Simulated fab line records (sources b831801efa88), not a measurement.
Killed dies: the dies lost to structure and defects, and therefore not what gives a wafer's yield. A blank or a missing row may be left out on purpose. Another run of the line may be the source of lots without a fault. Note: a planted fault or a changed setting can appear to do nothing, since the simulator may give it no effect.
Which tool is to blame? :: flow gf180mcu :: Sampling: 12 lots, 36 wafers, 4 of 602 route steps

## WHAT THE GAUGES READ, wafer by wafer
GF_VT_IMPLANT_OVL_MEAS_18. Usual: VT_IMPLANT_01_OVL gives -1.2 nm (standard deviation 1.4).
lot: L340
measured: day 6 03:01
on: overlay-02
VT_IMPLANT_01_OVL (nm): 0.8 1.7 -0.6
flag: 

lot: L341
measured: day 6 20:38
on: overlay-01
VT_IMPLANT_01_OVL (nm): -0.4 -1.5 -0.6
flag: 

lot: L346
measured: day 7 21:12
on: overlay-02
VT_IMPLANT_01_OVL (nm): - - -
flag: OFF

lot: L354
measured: day 10 02:55
on: overlay-02
VT_IMPLANT_01_OVL (nm): -0.3 -0.9 -2.1
flag: 

lot: L355
measured: day 10 08:07
on: overlay-01
VT_IMPLANT_01_OVL (nm): -1.2 -0.7 -1.9
flag: 

lot: L356
measured: day 10 09:38
on: overlay-01
VT_IMPLANT_01_OVL (nm): -2.5 -4.2 -0.3
flag: 

lot: L357
measured: day 11 00:52
on: overlay-01
VT_IMPLANT_01_OVL (nm): -0.4 -0.5 -0.9
flag: 

lot: L358
measured: day 11 08:12
on: overlay-02
VT_IMPLANT_01_OVL (nm): 0.2 0.1 1.1
flag: 

lot: L360
measured: day 11 18:34
on: overlay-01
VT_IMPLANT_01_OVL (nm): -3.4 -2.3 -2.7
flag: 

lot: L361
measured: day 11 22:54
on: overlay-02
VT_IMPLANT_01_OVL (nm): -1.4 -0.3 -2.4
flag: 

lot: L362
measured: day 11 23:12
on: overlay-02
VT_IMPLANT_01_OVL (nm): -0.5 -0.3 -0.7
flag: 

lot: L363
measured: day 12 06:06
on: overlay-02
VT_IMPLANT_01_OVL (nm): -1.8 -1.3 -1.9
flag: 

GF_VT_IMPLANT_TW_MEAS_21. Usual: VT_IMPLANT_2_TW gives 1209 (standard deviation 5.3).
lot: L340
measured: day 6 03:19
on: film metro-01
VT_IMPLANT_2_TW: 1205 1200 1210
flag: 

lot: L341
measured: day 6 20:55
on: film metro-04
VT_IMPLANT_2_TW: 1211 1202 1210
flag: 

lot: L346
measured: day 7 21:29
on: film metro-04
VT_IMPLANT_2_TW: 30 30 30
flag: OFF

lot: L354
measured: day 10 03:13
on: film metro-01
VT_IMPLANT_2_TW: 1207 1207 1207
flag: 

lot: L355
measured: day 10 08:24
on: film metro-01
VT_IMPLANT_2_TW: 1212 1211 1200
flag: 

lot: L356
measured: day 10 09:56
on: film metro-04
VT_IMPLANT_2_TW: 1212 1209 1214
flag: 

lot: L357
measured: day 11 01:10
on: film metro-04
VT_IMPLANT_2_TW: 1202 1202 1208
flag: 

lot: L358
measured: day 11 08:29
on: film metro-01
VT_IMPLANT_2_TW: 1204 1209 1208
flag: 

lot: L360
measured: day 11 18:51
on: film metro-03
VT_IMPLANT_2_TW: 1201 1200 1200
flag: 

lot: L361
measured: day 11 23:11
on: film metro-03
VT_IMPLANT_2_TW: 1202 1198 1206
flag: 

lot: L362
measured: day 11 23:29
on: film metro-04
VT_IMPLANT_2_TW: 1215 1214 1216
flag: 

lot: L363
measured: day 12 06:25
on: film metro-01
VT_IMPLANT_2_TW: 1206 1209 1204
flag: 

GF_VT_IMPLANT_TW_MEAS_32. Usual: VT_IMPLANT_3_TW gives 267.2 (standard deviation 1.2).
lot: L340
measured: day 6 18:23
on: film metro-04
VT_IMPLANT_3_TW: 268.2 268.4 267.8
flag: 

lot: L341
measured: day 7 12:53
on: film metro-03
VT_IMPLANT_3_TW: 268.7 268.4 268.8
flag: 

lot: L346
measured: day 8 14:31
on: film metro-04
VT_IMPLANT_3_TW: 1216.4 1206.0 1202.8
flag: OFF

lot: L354
measured: day 10 21:17
on: film metro-03
VT_IMPLANT_3_TW: 266.6 268.1 266.2
flag: 

lot: L355
measured: day 11 02:29
on: film metro-03
VT_IMPLANT_3_TW: 265.7 266.0 265.2
flag: 

lot: L356
measured: day 11 04:01
on: film metro-04
VT_IMPLANT_3_TW: 268.8 267.9 268.1
flag: 

lot: L357
measured: day 11 19:10
on: film metro-03
VT_IMPLANT_3_TW: 267.2 265.1 266.1
flag: 

lot: L358
measured: day 12 03:37
on: film metro-01
VT_IMPLANT_3_TW: 267.6 269.1 267.0
flag: 

lot: L360
measured: day 12 14:17
on: film metro-03
VT_IMPLANT_3_TW: 266.3 266.6 267.3
flag: 

lot: L361
measured: day 12 19:07
on: film metro-04
VT_IMPLANT_3_TW: 267.5 267.5 267.9
flag: 

lot: L362
measured: day 12 19:25
on: film metro-03
VT_IMPLANT_3_TW: 266.5 266.0 266.2
flag: 

lot: L363
measured: day 13 01:56
on: film metro-01
VT_IMPLANT_3_TW: 268.1 268.6 267.6
flag: 

## EACH LOT AND THE TOOL THAT RAN IT (in order: tool; ch and the chambers of the sampled wafers; start)
lot: L340
GF_VT_IMPLANT_EXPOSE_15: iline stepper-01 ch 0, day 5 20:36

lot: L341
GF_VT_IMPLANT_EXPOSE_15: iline stepper-02 ch 0, day 6 13:40

lot: L346
GF_VT_IMPLANT_EXPOSE_15: iline stepper-01 ch 0, day 7 13:38

lot: L354
GF_VT_IMPLANT_EXPOSE_15: iline stepper-01 ch 0, day 9 17:51

lot: L355
GF_VT_IMPLANT_EXPOSE_15: iline stepper-01 ch 0, day 9 23:07

lot: L356
GF_VT_IMPLANT_EXPOSE_15: iline stepper-02 ch 0, day 10 00:49

lot: L357
GF_VT_IMPLANT_EXPOSE_15: iline stepper-01 ch 0, day 10 15:33

lot: L358
GF_VT_IMPLANT_EXPOSE_15: iline stepper-01 ch 0, day 10 23:50

lot: L360
GF_VT_IMPLANT_EXPOSE_15: iline stepper-02 ch 0, day 11 08:50

lot: L361
GF_VT_IMPLANT_EXPOSE_15: iline stepper-01 ch 0, day 11 13:25

lot: L362
GF_VT_IMPLANT_EXPOSE_15: iline stepper-01 ch 0, day 11 14:04

lot: L363
GF_VT_IMPLANT_EXPOSE_15: iline stepper-01 ch 0, day 11 21:22
- GF_VT_IMPLANT_EXPOSE_15: exposes mask Nwell LV AREA, target cd 860 nm.

## WHAT THE TOOLS THEMSELVES READ (means of the sampled wafers that have a number; where no wafer has one, the mark that the record gives instead)
The record holds no such reading with a usual standard deviation.

## THE ANSWER, worked out from the rows above alone
Rule: take the mean of a lot's wafers that have a number; if it is more than 3 standard deviations from the usual mean, the lot is off. A lot without any number at a reading at which 4 lots or more have one is off too. Where the step has rows for the other lots, those lots are counted as sound. After the gauges, taken in route order, come the tools' own readings; for these a lot's mean is taken, as printed above. The first step at which some lot is off is used, and at that step the reading that is off furthest; a lot without a number counts as furthest.
Off: L346, at GF_VT_IMPLANT_OVL_MEAS_18 (VT_IMPLANT_01_OVL). Without a number there: L346.
A tool fits if, at a process step before that reading, it ran every lot that is off, and no sound lot after the first of them. The gauges at GF_VT_IMPLANT_OVL_MEAS_18 aren't tried: what is off there is off at GF_VT_IMPLANT_TW_MEAS_21 too, on other tools, and a gauge's error can't cause that. Not one of the candidates tried fits.

## WHAT THE SIMULATOR PUT IN
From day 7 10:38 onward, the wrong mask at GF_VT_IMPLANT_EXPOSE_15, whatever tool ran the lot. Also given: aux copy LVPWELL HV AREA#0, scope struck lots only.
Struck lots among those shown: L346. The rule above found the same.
